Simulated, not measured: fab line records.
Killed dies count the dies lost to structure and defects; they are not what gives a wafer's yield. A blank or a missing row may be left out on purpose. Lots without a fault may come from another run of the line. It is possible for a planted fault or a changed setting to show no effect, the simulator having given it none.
fab line records ; flow sky130
record lots=5; wafers=14; last-day=50
route steps=708 shown VIA1@473 METAL2@483 PAD_OPEN@708
lots untouched by any fault: they come from a run of this same line in which no faults occurred
start-h: hours from the record's opening day to when the first of the lot's shown wafers began ; wait-h: hours since the lot's step before ; " as in the row above ; L1.1+2: a row that stands for several wafers ; - value missing, or start not given ; * or withheld: withheld ; < > ~ a bound
route shown NAME@n: a module of which the file shows steps, and the number in the route of the first ; usual: the fault-free wafers' mean and standard deviation ; same: alike in all rows ; chamber/n: place in a boat ; sites: readings site by site ; _std_site: the standard deviation of these ; _edge_site: the outer-site mean with the inner-site mean subtracted ; radius-mm: how far each site lies from the wafer's centre ; mask NAME#n: copy n ; behind: tool/chamber where the wafer was last shaped ; hold: what put the lot on hold/how long, in hours/how the hold closed ; device: transistor that didn't switch, given as n, p or np ; end of line: tests of these same wafers at the route's end ; step lacking rows: just its recipe ; killed: dies lost to structure and defects at the first sort, not the wafer's yield ; map: per-die view of a wafer (x killed, . not killed, _ where there is no die)
set.NAME: setting as actually run; set.NAME@STEP: the setting as run at that earlier step ; model.NAME: the simulator's own value behind a step, which no gauge read
lots seen at some steps along the route; tables by step, rows by wafer
services: when a tool's chamber went out of use (start-h, in hours from the record's first day, below 0 if earlier), for how many hours, and the reason
## steps
# step SKY_VIA1_ETCH_15
# recipe target=SiO2; chemistry=C4F8/O2/Ar; target-depth-nm=351; stop-on=TiN; mask-material=KrF-thick; source-w=1500; bias-w=1200; pressure-mtorr=40; c4f8-flow-sccm=withheld; O2_flow_sccm=6; Ar_flow_sccm=300; time-s=54
# step SKY_VIA1_STRIP_16
# recipe chemistry=O2/N2; power-w=1400; pressure-mtorr=1500; platen-temp-c=withheld; o2-flow-sccm=3000; n2-flow-sccm=300; overash-fraction=0.5
# step SKY_VIA1_STRIP_17
# recipe chemistry=post-etch-residue-remover; time-s=1200; temp-c=72.5
# step SKY_VIA1_CLEAN_18
# recipe chemistry=IPA; time-s=180; temp-c=25
# step SKY_VIA1_CLEAN_19
# recipe chemistry=O3/DIW; dry=n2-spin
# step SKY_VIA1_SPUTTER_20
# recipe material=TiN; target-thk-nm=20; chamber-pressure-pa=5; power-w=4000; time-s=80
# step SKY_VIA1_CVD_21
# recipe material=W; target-thk-nm=270; time-s=80.902; temp-c=400; pressure-torr=40
# usual heater-power-w=924/110
# same time-s=80.902
lot.wafer;tool;chamber;start-h;wait-h;heater-power-w
L755.1;cvd-w-02;0;813.40;0.0;821
L755.2;cvd-w-02;1;813.40;0.0;1003
L755.5;cvd-w-02;0;813.40;0.0;843
L757.4;cvd-w-01;0;817.96;0.1;817
L757.5;cvd-w-01;0;817.96;0.1;802
L757.6;cvd-w-01;1;817.96;0.1;1017
L765.2;cvd-w-02;0;880.24;0.0;838
L765.5;cvd-w-02;1;880.24;0.0;1050
L774.1;cvd-w-01;1;941.04;0.0;966
L774.3;cvd-w-01;0;941.04;0.0;753
L774.5;cvd-w-01;0;941.04;0.0;761
L775.1;cvd-w-01;0;947.00;0.0;761
L775.3;cvd-w-01;1;947.00;0.0;989
L775.6;cvd-w-01;1;947.00;0.0;976
# step SKY_VIA1_RS_MEAS_22
# recipe thk-meas-gauge=four-point-probe; reads=W_of_VIA1_CVD_21+TiN_of_VIA1_SPUTTER_20
# usual VIA1_W_RS=0.422/0.0062
lot.wafer;tool;chamber;start-h;wait-h;VIA1_W_RS[ohm/sq]
L755.1;film-metro-03;-;813.49;0.1;0.428
L755.2;film-metro-03;-;813.49;0.1;0.426
L755.5;film-metro-03;-;813.49;0.1;0.430
L757.4;film-metro-04;-;818.08;0.1;0.426
L757.5;film-metro-04;-;818.08;0.1;0.422
L757.6;film-metro-04;-;818.08;0.1;0.414
L765.2;film-metro-03;-;880.35;0.1;0.427
L765.5;film-metro-03;-;880.35;0.1;0.426
L774.1;film-metro-03;-;941.13;0.1;0.418
L774.3;film-metro-03;-;941.13;0.1;0.420
L774.5;film-metro-03;-;941.13;0.1;0.424
L775.1;film-metro-01;-;947.09;0.1;0.426
L775.3;film-metro-01;-;947.09;0.1;0.409
L775.6;film-metro-01;-;947.09;0.1;0.414
# step SKY_VIA1_THK_MEAS_23
# recipe thk-meas-gauge=xrf; reads=W_of_VIA1_CVD_21
# usual VIA1_W_THK=274/4.4
lot.wafer;tool;chamber;start-h;wait-h;VIA1_W_THK[nm]
L755.1;film-metro-03;-;813.61;0.1;269
L755.2;film-metro-03;-;813.61;0.1;270
L755.5;film-metro-03;-;813.61;0.1;268
L757.4;film-metro-04;-;818.17;0.1;273
L757.5;film-metro-04;-;818.17;0.1;273
L757.6;film-metro-04;-;818.17;0.1;280
L765.2;film-metro-03;-;880.46;0.1;270
L765.5;film-metro-03;-;880.46;0.1;271
L774.1;film-metro-03;-;941.25;0.1;277
L774.3;film-metro-03;-;941.25;0.1;276
L774.5;film-metro-03;-;941.25;0.1;270
L775.1;film-metro-01;-;947.21;0.1;272
L775.3;film-metro-01;-;947.21;0.1;283
L775.6;film-metro-01;-;947.21;0.1;280
# step SKY_VIA1_CMP_24
# recipe stop-on=SiO2; t-overpolish-s=15; down-force-psi=3.5; platen-rpm=60; target-thk-nm=0; pad-velocity-m-s=0.94248
# usual motor-current-A=11.5/1.8; overpolish-run-s=15.000/0.0095; time-to-endpoint-s=63/4
lot.wafer;tool;chamber;start-h;wait-h;motor-current-A;overpolish-run-s;time-to-endpoint-s
L755.2;cmp-01;2;813.72;0.1;16.5;15.001;64
L755.1;cmp-01;3;813.72;0.1;11.2;15.000;66
L755.5;cmp-01;2;813.72;0.1;15.4;14.993;64
L757.4;cmp-01;3;818.20;0.0;11.5;15.004;63
L757.5;cmp-01;3;818.20;0.0;11.5;14.992;63
L757.6;cmp-01;0;818.20;0.0;9.1;15.007;62
L765.2;cmp-02;1;880.61;0.1;13.1;15.008;54
L765.5;cmp-02;0;880.61;0.1;10.3;15.010;60
L774.1;cmp-02;1;941.32;0.1;12.5;14.999;59
L774.3;cmp-02;3;941.32;0.1;12.7;15.013;60
L774.5;cmp-02;2;941.32;0.1;9.8;14.991;64
L775.3;cmp-02;3;947.73;0.5;13.0;15.014;66
L775.1;cmp-02;0;947.73;0.5;11.1;14.989;61
L775.6;cmp-02;2;947.73;0.5;9.8;15.003;68
# step SKY_METAL2_SPUTTER_00
# recipe material=Ti; target-thk-nm=15; power-w=3000; time-s=10; chamber-pressure-pa=0.4
# usual throttle-valve-pct=29.9/0.95
# same time-s=10
lot.wafer;tool;chamber;start-h;wait-h;throttle-valve-pct
L755.1;pvd-sputter-03;-;813.97;0.1;29.6
L755.2;pvd-sputter-03;-;813.97;0.1;29.3
L755.5;pvd-sputter-03;-;813.97;0.1;29.7
L757.4;pvd-sputter-01;-;818.51;0.3;30.8
L757.5;pvd-sputter-01;-;818.51;0.3;28.5
L757.6;pvd-sputter-01;-;818.51;0.3;29.5
L765.2;pvd-sputter-03;-;880.81;0.1;31.1
L765.5;pvd-sputter-03;-;880.81;0.1;31.1
L774.1;pvd-sputter-02;-;941.62;0.2;30.0
L774.3;pvd-sputter-02;-;941.62;0.2;27.8
L774.5;pvd-sputter-02;-;941.62;0.2;30.2
L775.1;pvd-sputter-01;-;947.93;0.1;30.6
L775.3;pvd-sputter-01;-;947.93;0.1;28.5
L775.6;pvd-sputter-01;-;947.93;0.1;28.4
# step SKY_METAL2_SPUTTER_01
# recipe material=TiN; target-thk-nm=20; power-w=6500; time-s=16.7; chamber-pressure-pa=0.4
# usual throttle-valve-pct=29.9/0.95
# same time-s=16.7
lot.wafer;tool;chamber;start-h;wait-h;throttle-valve-pct
L755.1;pvd-sputter-03;-;813.99;0.0;29.6
L755.2;pvd-sputter-03;-;813.99;0.0;29.3
L755.5;pvd-sputter-03;-;813.99;0.0;29.5
L757.4;pvd-sputter-01;-;818.53;0.0;30.8
L757.5;pvd-sputter-01;-;818.53;0.0;28.6
L757.6;pvd-sputter-01;-;818.53;0.0;29.7
L765.2;pvd-sputter-03;-;880.83;0.0;31.3
L765.5;pvd-sputter-03;-;880.83;0.0;31.2
L774.1;pvd-sputter-02;-;941.64;0.0;30.1
L774.3;pvd-sputter-02;-;941.64;0.0;27.7
L774.5;pvd-sputter-02;-;941.64;0.0;30.1
L775.1;pvd-sputter-01;-;947.96;0.0;30.4
L775.3;pvd-sputter-01;-;947.96;0.0;28.4
L775.6;pvd-sputter-01;-;947.96;0.0;28.5
# step SKY_METAL2_SPUTTER_02
# recipe material=AlCu; target-thk-nm=250; power-w=10600; time-s=13.3; chamber-pressure-pa=0.4
# usual throttle-valve-pct=29.9/0.94
lot.wafer;tool;chamber;start-h;wait-h;throttle-valve-pct;model.AlCu_of_METAL2_SPUTTER_02.thk-nm
L755.1;pvd-sputter-03;-;814.02;0.0;29.6;255.8
L755.2;pvd-sputter-03;-;814.02;0.0;29.3;252.3
L755.5;pvd-sputter-03;-;814.02;0.0;29.4;257.5
L757.4;pvd-sputter-01;-;818.56;0.0;31.2;248.3
L757.5;pvd-sputter-01;-;818.56;0.0;29.0;249.1
L757.6;pvd-sputter-01;-;818.56;0.0;29.4;249.1
L765.2;pvd-sputter-03;-;880.86;0.0;30.9;99.62
L765.5;pvd-sputter-03;-;880.86;0.0;31.1;255.3
L774.1;pvd-sputter-02;-;941.67;0.0;30.0;245.5
L774.3;pvd-sputter-02;-;941.67;0.0;28.0;248
L774.5;pvd-sputter-02;-;941.67;0.0;30.1;245.6
L775.1;pvd-sputter-01;-;947.98;0.0;30.6;251
L775.3;pvd-sputter-01;-;947.98;0.0;28.6;252.9
L775.6;pvd-sputter-01;-;947.98;0.0;28.5;253.5
# step SKY_METAL2_SPUTTER_03
# recipe material=Ti; target-thk-nm=5; power-w=3000; time-s=3.3; chamber-pressure-pa=0.4
# usual throttle-valve-pct=29.9/0.96
# same time-s=3.3
lot.wafer;tool;chamber;start-h;wait-h;throttle-valve-pct
L755.1;pvd-sputter-03;-;814.04;0.0;29.3
L755.2;pvd-sputter-03;-;814.04;0.0;29.0
L755.5;pvd-sputter-03;-;814.04;0.0;29.9
L757.4;pvd-sputter-01;-;818.58;0.0;30.8
L757.5;pvd-sputter-01;-;818.58;0.0;28.4
L757.6;pvd-sputter-01;-;818.58;0.0;29.2
L765.2;pvd-sputter-03;-;880.88;0.0;31.0
L765.5;pvd-sputter-03;-;880.88;0.0;30.9
L774.1;pvd-sputter-02;-;941.69;0.0;29.9
L774.3;pvd-sputter-02;-;941.69;0.0;27.8
L774.5;pvd-sputter-02;-;941.69;0.0;30.1
L775.1;pvd-sputter-01;-;948.01;0.0;30.6
L775.3;pvd-sputter-01;-;948.01;0.0;28.7
L775.6;pvd-sputter-01;-;948.01;0.0;28.7
# step SKY_METAL2_SPUTTER_04
# recipe material=TiN; target-thk-nm=70; power-w=6500; time-s=58.3; chamber-pressure-pa=0.4
# step SKY_METAL2_RS_MEAS_05
# recipe thk-meas-gauge=four-point-probe; reads=TiN_of_METAL2_SPUTTER_04+Ti_of_METAL2_SPUTTER_03+AlCu_of_METAL2_SPUTTER_02+TiN_of_METAL2_SPUTTER_01+Ti_of_METAL2_SPUTTER_00
# usual METAL2_ALCU_RS=0.1258/0.0014
lot.wafer;tool;chamber;start-h;wait-h;METAL2_ALCU_RS[ohm/sq]
L755.1;film-metro-02;-;814.11;0.0;0.1234
L755.2;film-metro-02;-;814.11;0.0;0.1257
L755.5;film-metro-02;-;814.11;0.0;0.1228
L757.4;film-metro-03;-;818.70;0.1;0.1276
L757.5;film-metro-03;-;818.70;0.1;0.1272
L757.6;film-metro-03;-;818.70;0.1;0.1269
L765.2;film-metro-02;-;880.97;0.0;0.3333
L765.5;film-metro-02;-;880.97;0.0;0.1239
L774.1;film-metro-01;-;941.76;0.0;0.1290
L774.3;film-metro-01;-;941.76;0.0;0.1273
L774.5;film-metro-01;-;941.76;0.0;0.1289
L775.1;film-metro-01;-;948.07;0.0;0.1260
L775.3;film-metro-01;-;948.07;0.0;0.1252
L775.6;film-metro-01;-;948.07;0.0;0.1246
# step SKY_METAL2_THK_MEAS_06
# recipe thk-meas-gauge=xrf; reads=AlCu_of_METAL2_SPUTTER_02
# usual METAL2_ALCU_THK=251.9/2.9
lot.wafer;tool;chamber;start-h;wait-h;METAL2_ALCU_THK[nm]
L755.1;film-metro-02;-;814.23;0.1;254.3
L755.2;film-metro-02;-;814.23;0.1;252.1
L755.5;film-metro-02;-;814.23;0.1;257.0
L757.4;film-metro-03;-;818.79;0.1;246.7
L757.5;film-metro-03;-;818.79;0.1;249.0
L757.6;film-metro-03;-;818.79;0.1;248.5
L765.2;film-metro-02;-;881.08;0.1;99.8
L765.5;film-metro-02;-;881.08;0.1;253.5
L774.1;film-metro-01;-;941.88;0.1;245.3
L774.3;film-metro-01;-;941.88;0.1;248.7
L774.5;film-metro-01;-;941.88;0.1;246.7
L775.1;film-metro-01;-;948.19;0.1;252.5
L775.3;film-metro-01;-;948.19;0.1;254.0
L775.6;film-metro-01;-;948.19;0.1;255.1
# step SKY_METAL2_DEHYDRATE_07
# recipe temp-c=200; time-s=60
# step SKY_METAL2_HMDS_08
# recipe prime-time-s=60; prime-temp-c=120
# step SKY_METAL2_COAT_09
# recipe resist=BARC; temp-c=withheld; time-s=withheld; spin-rpm=3000; resist-thk-nm=60
# step SKY_METAL2_COAT_10
# recipe resist=KrF-thick; spin-rpm=3000; resist-thk-nm=450
# step SKY_METAL2_SOFTBAKE_11
# recipe temp-c=100; time-s=90; resist=KrF-thick
# step SKY_METAL2_EXPOSE_12
# recipe mask-id=MM2; na=0.8; source-shape=annular; sigma-inner=0.55; sigma-outer=0.85; target-cd-nm=140; dose-mj=28
# step SKY_METAL2_PEB_13
# recipe peb-temp-c=withheld; peb-time-s=withheld; resist=KrF-thick
# step SKY_METAL2_DEVELOP_14
# recipe develop-time-s=60; resist=KrF-thick; dev-temp-c=21
# step SKY_METAL2_CD_MEAS_15
# recipe target-cd-nm=140
# usual cd-nm=138.9/1.6
lot.wafer;tool;chamber;start-h;wait-h;cd-nm
L755.1;cd-sem-01;-;839.85;-;137.3
L755.2;cd-sem-01;-;839.85;-;138.3
L755.5;cd-sem-01;-;839.85;-;137.8
L757.4;cd-sem-01;-;844.32;-;140.4
L757.5;cd-sem-01;-;844.32;-;141.8
L757.6;cd-sem-01;-;844.32;-;140.9
L765.2;cd-sem-02;-;905.68;-;138.6
L765.5;cd-sem-02;-;905.68;-;138.0
L774.1;cd-sem-01;-;965.61;-;137.6
L774.3;cd-sem-01;-;965.61;-;136.9
L774.5;cd-sem-01;-;965.61;-;138.9
L775.1;cd-sem-02;-;971.71;-;139.9
L775.3;cd-sem-02;-;971.71;-;140.1
L775.6;cd-sem-02;-;971.71;-;140.4
# step SKY_METAL2_OVL_MEAS_16
# usual METAL2_OVL=0/6.7
lot.wafer;tool;chamber;start-h;wait-h;METAL2_OVL[nm]
L755.1;overlay-02;-;839.97;0.1;3
L755.2;overlay-02;-;839.97;0.1;15
L755.5;overlay-02;-;839.97;0.1;-3
L757.4;overlay-02;-;844.40;0.1;9
L757.5;overlay-02;-;844.40;0.1;-3
L757.6;overlay-02;-;844.40;0.1;2
L765.2;overlay-01;-;905.79;0.1;-15
L765.5;overlay-01;-;905.79;0.1;-6
L774.1;overlay-01;-;965.73;0.1;-7
L774.3;overlay-01;-;965.73;0.1;-3
L774.5;overlay-01;-;965.73;0.1;-3
L775.1;overlay-02;-;971.83;0.1;-3
L775.3;overlay-02;-;971.83;0.1;5
L775.6;overlay-02;-;971.83;0.1;-3
# step SKY_METAL2_DESCUM_17
# recipe chemistry=O2; source-power-w=150; bias-power-w=0; pressure-mtorr=10; temp-c=40; time-s=8
# step SKY_METAL2_ETCH_18
# recipe chemistry=N2/H2; target=BARC; ion-energy-ev=200; bias-w=100; pressure-mtorr=30; n2-flow-sccm=100; h2-flow-sccm=200; icp-w=500; stop-on=SiO2; time-s=45.9; target-depth-a=600
# step SKY_METAL2_METAL_ETCH_19
# recipe target-depth-a=3600; stop-on=SiO2; over-etch-frac=0.3; time-s=78; chemistry=Cl2/BCl3; resist-sidewall-deg=88; pressure-mtorr=10; icp-w=900; bias-w=48.5; Cl2_flow_sccm=60; bcl3-flow-sccm=30
# usual drypump-motor-current-A=5.6/0.6; oes-product-au=0.857/0.0056; throttle-valve-pct=22.264/0.0086
# same time-s=78
lot.wafer;tool;chamber;start-h;wait-h;drypump-motor-current-A;oes-product-au;rf-hours-counter-h;throttle-valve-pct
L755.1;rie-metal-04;1;840.10;0.0;5.1;0.862;18;22.274
L755.2;rie-metal-04;0;840.10;0.0;6.3;0.857;11;22.285
L755.5;rie-metal-04;1;840.10;0.0;5.0;0.844;-;22.260
L757.4;rie-metal-03;0;844.54;0.1;6.1;0.850;-;22.256
L757.5;rie-metal-03;0;844.54;0.1;6.1;0.853;-;22.275
L757.6;rie-metal-03;1;844.54;0.1;5.8;0.857;-;22.264
L765.2;rie-metal-04;0;906.03;0.1;6.3;0.691;-;22.259
L765.5;rie-metal-04;0;906.03;0.1;6.3;0.849;-;22.274
L774.1;rie-metal-01;0;965.86;0.0;4.7;0.854;19;22.264
L774.3;rie-metal-01;1;965.86;0.0;5.0;0.851;-;22.264
L774.5;rie-metal-01;1;965.86;0.0;5.0;0.854;-;22.266
L775.1;rie-metal-01;1;971.96;0.0;5.0;0.863;1;22.257
L775.3;rie-metal-01;1;971.96;0.0;5.0;0.858;-;22.265
L775.6;rie-metal-01;0;971.96;0.0;4.7;0.857;-;22.259
# step SKY_METAL2_STRIP_20
# recipe chemistry=O2/N2; power-w=1400; pressure-mtorr=1500; platen-temp-c=withheld; o2-flow-sccm=3000; n2-flow-sccm=300; overash-fraction=0.5
# step SKY_PAD_OPEN_PROBE_99
# usual defect-limited-yield=82.3/2; killed_at_M0_to_M3=43/7.3; killed_at_M4_up=3.1/1.7; killed-at-contacts=25/5.3; killed-at-front-end=15/4.3; killed-at-other=0.2/0.54; killed-dies=87/10; killed-open=48/7.6; killed-short=38/6.1; sort_bin_3_pad_short=0.9/0.42; sort_bin_5_function=10.5/1.5; sort_bin_6_memory=6.3/1.2; sort-n-pass=405/10; sort-yield-pct=82.3/2
# same gross-dies=492; killed-at-back-side=0; sort_bin_4_leakage[%]=0; sort_bin_8_speed[%]=0
lot.wafer;tool;chamber;start-h;wait-h;defect-limited-yield[%];killed_at_M0_to_M3;killed_at_M4_up;killed-at-contacts;killed-at-front-end;killed-at-other;killed-dies;killed-open;killed-short;sort_bin_3_pad_short[%];sort_bin_5_function[%];sort_bin_6_memory[%];sort-n-pass;sort-yield-pct[%];model.etest.met2.line-ohm-um;model.etest.met2.rs-ohm-sq
L755.1;prober-01;-;1089.87;0.1;83.3;45;3;24;10;0;82;47;35;0.6;9.8;6.3;410;83.3;0.9263;0.1251
L755.2;prober-01;-;1089.92;0.1;83.3;51;0;24;7;0;82;41;39;1.0;10.0;5.7;410;83.3;0.9347;0.1263
L755.5;prober-01;-;1090.07;0.2;80.1;45;7;30;16;0;98;55;43;0.4;11.8;7.7;394;80.1;0.9156;0.1247
L757.4;prober-01;-;1094.82;0.2;83.9;26;3;35;15;0;79;35;44;0.8;10.6;4.7;413;83.9;0.9044;0.1289
L757.5;prober-01;-;1094.87;0.2;85.4;24;4;23;21;0;72;40;32;0.4;8.5;5.7;420;85.4;0.8985;0.128
L757.6;prober-01;-;1094.92;0.2;85.2;41;2;18;12;0;73;42;31;0.6;8.7;5.5;419;85.2;0.9564;0.1295
L765.2;prober-02;-;1143.69;0.1;84.6;39;5;22;10;0;76;42;34;1.0;8.5;5.9;416;84.6;2.482;0.3413
L765.5;prober-02;-;1143.84;0.2;83.9;30;2;34;13;0;79;43;36;0.8;10.8;4.5;413;83.9;0.9224;0.1249
L774.1;prober-02;-;1187.13;0.1;82.1;42;3;20;22;1;88;56;32;0.8;10.4;6.7;404;82.1;0.9396;0.13
L774.3;prober-02;-;1187.23;0.2;80.7;44;7;20;24;0;95;45;49;1.0;10.0;8.3;397;80.7;0.9741;0.1303
L774.5;prober-02;-;1187.33;0.2;83.7;38;6;22;14;0;80;51;29;0.6;10.8;4.9;412;83.7;0.9421;0.131
L775.1;prober-01;-;1192.91;0.1;81.1;43;4;31;15;0;93;58;34;1.2;12.4;5.3;399;81.1;0.9331;0.1275
L775.3;prober-01;-;1193.01;0.2;82.7;46;5;22;12;0;85;47;38;1.2;12.0;4.1;407;82.7;0.9249;0.1265
L775.6;prober-01;-;1193.16;0.2;84.3;37;1;29;10;0;77;41;36;1.0;8.7;5.9;415;84.3;0.8785;0.1263
# killed by level:class
L755.1 VIA1:geometric-particle:open=14 CONTACT:geometric-particle:open=11 METAL2:geometric-particle:short=6 VIA3:geometric-particle:short=5 VIA3:geometric-particle:open=5 METAL1:geometric-particle:short=4 VIA1:geometric-particle:short=4 VIA2:geometric-particle:open=4
L755.2 CONTACT:geometric-particle:open=10 VIA1:geometric-particle:open=9 VIA3:geometric-particle:open=8 METAL1:geometric-particle:short=7 VIA1:geometric-particle:short=6 LI_CONTACT:geometric-particle:open=5 METAL3:geometric-particle:short=5 VIA2:geometric-particle:open=5
L755.5 VIA1:geometric-particle:open=10 LI_CONTACT:geometric-particle:open=9 CONTACT:geometric-particle:open=8 VIA2:geometric-particle:open=8 FIELD_ISO:geometric-particle:open=6 METAL1:geometric-particle:short=6 CONTACT:geometric-particle:short=5 VIA2:geometric-particle:short=5
L757.4 CONTACT:geometric-particle:open=12 LI_CONTACT:geometric-particle:open=8 METAL1:geometric-particle:short=8 CONTACT:geometric-particle:short=7 LOCAL_INTERCONNECT:geometric-particle:short=6 METAL2:geometric-particle:short=5 POLY_GATE:geometric-particle:short=5 POLY_GATE:geometric-particle:open=5
L757.5 CONTACT:geometric-particle:open=9 LI_CONTACT:geometric-particle:open=8 POLY_GATE:geometric-particle:short=7 VIA1:geometric-particle:open=6 FIELD_ISO:geometric-particle:short=5 CONTACT:geometric-particle:short=4 FIELD_ISO:geometric-particle:open=3 POLY_GATE:geometric-particle:open=3
L757.6 VIA1:geometric-particle:open=11 CONTACT:geometric-particle:open=9 VIA3:geometric-particle:open=8 VIA1:geometric-particle:short=6 LOCAL_INTERCONNECT:geometric-particle:short=4 VIA2:geometric-particle:open=4 FIELD_ISO:geometric-particle:open=3 POLY_GATE:geometric-particle:short=3
L765.2 CONTACT:geometric-particle:open=9 METAL1:geometric-particle:short=9 VIA1:geometric-particle:open=7 METAL2:geometric-particle:short=5 CONTACT:geometric-particle:short=5 VIA2:geometric-particle:open=5 VIA3:geometric-particle:open=5 LI_CONTACT:geometric-particle:open=4
L765.5 LI_CONTACT:geometric-particle:open=12 CONTACT:geometric-particle:open=10 VIA1:geometric-particle:open=7 FIELD_ISO:geometric-particle:short=5 VIA3:geometric-particle:open=5 CONTACT:geometric-particle:short=5 FIELD_ISO:geometric-particle:open=4 LOCAL_INTERCONNECT:geometric-particle:short=4
L774.1 VIA1:geometric-particle:open=12 FIELD_ISO:geometric-particle:open=10 CONTACT:geometric-particle:open=8 FIELD_ISO:geometric-particle:short=6 LI_CONTACT:geometric-particle:open=5 VIA1:geometric-particle:short=4 METAL1:geometric-particle:short=4 VIA2:geometric-particle:open=4
L774.3 VIA1:geometric-particle:open=16 FIELD_ISO:geometric-particle:short=9 CONTACT:geometric-particle:open=7 METAL1:geometric-particle:short=6 FIELD_ISO:geometric-particle:open=5 LI_CONTACT:geometric-particle:open=5 VIA1:geometric-particle:short=5 CONTACT:geometric-particle:short=4
L774.5 CONTACT:geometric-particle:open=10 FIELD_ISO:geometric-particle:open=8 VIA1:geometric-particle:open=8 VIA3:geometric-particle:open=7 LI_CONTACT:geometric-particle:open=6 METAL2:geometric-particle:short=6 METAL1:geometric-particle:short=6 VIA2:geometric-particle:open=5
L775.1 CONTACT:geometric-particle:open=12 VIA1:geometric-particle:open=11 LI_CONTACT:geometric-particle:open=11 VIA2:geometric-particle:open=7 METAL1:geometric-particle:short=6 POLY_GATE:geometric-particle:open=5 METAL3:geometric-particle:short=5 VIA3:geometric-particle:open=5
L775.3 VIA1:geometric-particle:open=10 CONTACT:geometric-particle:open=8 LI_CONTACT:geometric-particle:open=7 METAL3:geometric-particle:short=6 VIA3:geometric-particle:open=5 POLY_GATE:geometric-particle:open=4 VIA2:geometric-particle:open=4 METAL1:geometric-particle:short=4
L775.6 CONTACT:geometric-particle:open=15 METAL1:geometric-particle:short=7 METAL2:geometric-particle:short=7 VIA1:geometric-particle:open=6 FIELD_ISO:geometric-particle:open=4 LI_CONTACT:geometric-particle:open=4 CONTACT:geometric-particle:short=4 VIA1:geometric-particle:short=4
## services
tool;chamber;start-h;hours;kind
rie-metal-04;0;858.71;23.8;repair
cmp-01;-;860.38;0.3;repair
pvd-sputter-03;-;869.83;7.2;repair
cvd-w-02;-;880.81;1.6;repair
cmp-01;-;884.03;6.3;pm
cvd-w-01;-;888.48;6.0;pm
cmp-02;-;903.55;0.6;repair
rie-metal-03;0;903.81;3.6;repair
cvd-w-01;-;904.00;14.0;pm
cvd-w-01;0;904.00;14.0;vent-cycle
cvd-w-01;1;904.00;14.0;vent-cycle
cmp-01;-;912.46;4.0;pm
cmp-01;-;916.46;-;consumable-replace:conditioner
cmp-01;-;916.46;-;consumable-replace:pad
rie-metal-04;-;916.82;2.8;pm
cvd-w-01;0;918.00;-;clean
cvd-w-01;1;918.00;-;clean
cvd-w-02;-;918.58;2.8;pm
rie-metal-03;-;927.00;4.3;pm
rie-metal-01;1;934.58;-;clean
rie-metal-01;1;934.58;15.3;scheduled-down
rie-metal-01;1;934.58;15.3;vent-cycle
cmp-01;-;937.22;11.2;pm
pvd-sputter-03;-;960.10;5.2;repair
## key
first-sign step=SKY_METAL2_RS_MEAS_05; reading=METAL2_ALCU_RS; direction=up; sigmas=99+; usual=0.1258; struck=0.3333
effect step=SKY_METAL2_THK_MEAS_06; reading=METAL2_ALCU_THK; direction=down; sigmas=52; usual=251.9; struck=99.8
effect step=SKY_METAL2_METAL_ETCH_19; reading=oes-product-au; direction=down; sigmas=30; usual=0.857; struck=0.691
model-effect step=SKY_METAL2_SPUTTER_02; value=AlCu_of_METAL2_SPUTTER_02.thk-nm; without=256.4; struck=99.62
model-effect step=SKY_PAD_OPEN_PROBE_99; value=etest.met2.line-ohm-um; without=0.9131; struck=2.482
met-at SKY_METAL2_SPUTTER_02
struck-wafers L765.2
onset-between 814.02 880.86
fault kind=process-parameter-drift; tool=pvd-sputter-03; chamber=-; onset-h=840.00; steps=SKY_METAL2_SPUTTER_02; channel=target-thk-nm; offset=-156.75; shape=step; end-h=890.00; scope=struck-wafers-only; acts-in=these-recipes-only; stated=250
